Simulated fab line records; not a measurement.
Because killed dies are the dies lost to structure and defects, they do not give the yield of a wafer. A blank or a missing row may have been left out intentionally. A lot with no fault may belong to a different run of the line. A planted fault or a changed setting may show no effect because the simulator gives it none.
A struck lot beside a sound one | flow sky130 | 43 steps out of a route of 708
Sound: wafers L999.2, L999.3, L999.5. The struck wafers were L993.2, L993.3, L993.5. Last of all comes the cause.
For every step that has rows: the tool of each side, followed by ch and its chambers, followed by its first start. Under that, the readings that differ: sound wafers | struck wafers | difference of the means | sigmas: that difference in standard deviations of wafers without a fault.
alike: words and numbers the same on both sides, and readings whose means are apart by under 2 such deviations; not compared: readings that were withheld, readings missing a value for some wafer, numbers with overlapping values and no deviation given by the record, and bounds like >300 which may hide the same value.
A row with sigmas, a row that says differs or no value, or rows on one side alone: a step with any of these is where the two part. Numbers that don't overlap but have no deviation are shown without sigmas and don't part them. A reading missing from all wafers of one side parts the sides only when that side holds two or more wafers.

first, 1 step without rows for these wafers: SKY_VT_ADJUST_HVTP_IMPLANT_09.
SKY_VT_ADJUST_HVTP_STRIP_10: strips in O2/N2.
  sound on plasmaAsher-01 ch 1, day 10 02:22; struck on plasmaAsher-01 ch 0, day 8 11:25
  alike: chamberPressureMTorr, drypumpMotorCurrentA, oesProductAu, stripTimeToEndpointS
  not compared: rfHoursCounterH
SKY_VT_ADJUST_HVTP_TW_MEAS_11:
  sound on filmMetro-04, day 10 02:28; struck on filmMetro-03, day 8 11:31
  alike: VT_ADJUST_HVTP_TW
then, 7 steps without rows for these wafers: SKY_VT_ADJUST_LVTN_DEHYDRATE_00 (time 60 s); SKY_VT_ADJUST_LVTN_HMDS_01 (prime time 60 s); SKY_VT_ADJUST_LVTN_COAT_02 (resist thk 3000 nm); SKY_VT_ADJUST_LVTN_SOFTBAKE_03; SKY_VT_ADJUST_LVTN_EXPOSE_04 (exposes mask NWM COMPLEMENT LESS NATIVE, target cd 840 nm); SKY_VT_ADJUST_LVTN_PEB_05; SKY_VT_ADJUST_LVTN_DEVELOP_06 (develop time 60 s).
SKY_VT_ADJUST_LVTN_OVL_MEAS_07:
  sound on overlay-02, day 11 01:40; struck on overlay-02, day 9 09:03
  alike: VT_ADJUST_LVTN_OVL
next, for these wafers, 1 step has no rows: SKY_VT_ADJUST_LVTN_IMPLANT_08.
SKY_VT_ADJUST_LVTN_STRIP_09: strips in O2/N2.
  sound on plasmaAsher-03 ch 0,1, day 11 01:50; struck on plasmaAsher-02 ch 1, day 9 09:14
  alike: chamberPressureMTorr, drypumpMotorCurrentA, oesProductAu, stripTimeToEndpointS
  not compared: rfHoursCounterH
SKY_VT_ADJUST_LVTN_TW_MEAS_10:
  sound on filmMetro-02, day 11 01:57; struck on filmMetro-01, day 9 09:20
  alike: VT_ADJUST_LVTN_TW
then, 7 steps without rows for these wafers: SKY_VT_ADJUST_LVTN_DEHYDRATE_11 (time 60 s); SKY_VT_ADJUST_LVTN_HMDS_12 (prime time 60 s); SKY_VT_ADJUST_LVTN_COAT_13 (resist thk 1140 nm); SKY_VT_ADJUST_LVTN_SOFTBAKE_14 (time 60 s); SKY_VT_ADJUST_LVTN_EXPOSE_15 (exposes mask HVN STD DERIVED, target cd 600 nm); SKY_VT_ADJUST_LVTN_PEB_16; SKY_VT_ADJUST_LVTN_DEVELOP_17 (develop time 60 s).
SKY_VT_ADJUST_LVTN_OVL_MEAS_18:
  sound on overlay-02, day 12 02:00; struck on overlay-01, day 10 07:12
  alike: VT_ADJUST_LVTN_01_OVL
next, for these wafers, 1 step has no rows: SKY_VT_ADJUST_LVTN_IMPLANT_19.
SKY_VT_ADJUST_LVTN_STRIP_20: strips in O2/N2.
  sound on plasmaAsher-02 ch 0,1, day 12 02:11; struck on plasmaAsher-02 ch 0,1, day 10 07:23
  alike: chamberPressureMTorr, drypumpMotorCurrentA, oesProductAu, stripTimeToEndpointS
  not compared: rfHoursCounterH
SKY_VT_ADJUST_LVTN_TW_MEAS_21:
  sound on filmMetro-01, day 12 02:17; struck on filmMetro-01, day 10 07:29
  alike: VT_ADJUST_LVTN_2_TW
then, 7 steps without rows for these wafers: SKY_VT_ADJUST_NCORE_DEHYDRATE_00 (time 60 s); SKY_VT_ADJUST_NCORE_HMDS_01 (prime time 60 s); SKY_VT_ADJUST_NCORE_COAT_02 (resist thk 1140 nm); SKY_VT_ADJUST_NCORE_SOFTBAKE_03 (time 60 s); SKY_VT_ADJUST_NCORE_EXPOSE_04 (exposes mask LVTN COMPLEMENT THIN, target cd 380 nm); SKY_VT_ADJUST_NCORE_PEB_05; SKY_VT_ADJUST_NCORE_DEVELOP_06 (develop time 60 s).
SKY_VT_ADJUST_NCORE_CD_MEAS_07: the cd target is 380 nm.
  sound on cdSem-01, day 13 02:31; struck on cdSem-02, day 11 05:23
  alike: cdNm
SKY_VT_ADJUST_NCORE_OVL_MEAS_08:
  sound on overlay-01, day 13 02:38; struck on overlay-01, day 11 05:30
  alike: VT_ADJUST_NCORE_OVL
next, for these wafers, 1 step has no rows: SKY_VT_ADJUST_NCORE_IMPLANT_09.
SKY_VT_ADJUST_NCORE_STRIP_10: strips in O2/N2.
  sound on plasmaAsher-04 ch 0,1, day 13 02:49; struck on plasmaAsher-02 ch 0,1, day 11 05:41
reading                  | sound             | struck            | difference | sigmas
stripTimeToEndpointS (s) | 14.14 14.15 14.17 | 14.26 14.29 14.29 | +0.13      | +3
  alike: chamberPressureMTorr, drypumpMotorCurrentA, oesProductAu
  not compared: rfHoursCounterH
SKY_VT_ADJUST_NCORE_TW_MEAS_11:
  sound on filmMetro-02, day 13 02:55; struck on filmMetro-02, day 11 05:47
  alike: VT_ADJUST_NCORE_TW
then, 5 steps without rows for these wafers: SKY_VT_ADJUST_HVTR_DEHYDRATE_00 (time 60 s); SKY_VT_ADJUST_HVTR_HMDS_01 (prime time 60 s); SKY_VT_ADJUST_HVTR_COAT_02 (resist thk 1140 nm); SKY_VT_ADJUST_HVTR_SOFTBAKE_03 (time 60 s); SKY_VT_ADJUST_HVTR_EXPOSE_04 (exposes mask HVTRM, target cd 380 nm).
-- a jump in the record: the struck wafers' starts before and after are 37 days apart (it breaks off in module VT_ADJUST_HVTR and resumes in module PAD_OPEN, where the first step shown is number 708 of the route) --
SKY_PAD_OPEN_PROBE_99:
  sound on prober-01, day 49 16:26; struck on prober-01, day 48 16:02
reading          | sound    | struck   | difference | sigmas
killedAtFrontEnd | 12 17 19 | 41 33 39 | +22        | +5
  alike: killed_at_M0_to_M3, killed_at_M4_up, killedAtContacts, killedAtOther, killedDies, killedOpen, killedShort

== WHERE THEY PART ==
First at SKY_VT_ADJUST_NCORE_STRIP_10; last, within this record, at SKY_PAD_OPEN_PROBE_99.

WHY: the cause the simulator had injected
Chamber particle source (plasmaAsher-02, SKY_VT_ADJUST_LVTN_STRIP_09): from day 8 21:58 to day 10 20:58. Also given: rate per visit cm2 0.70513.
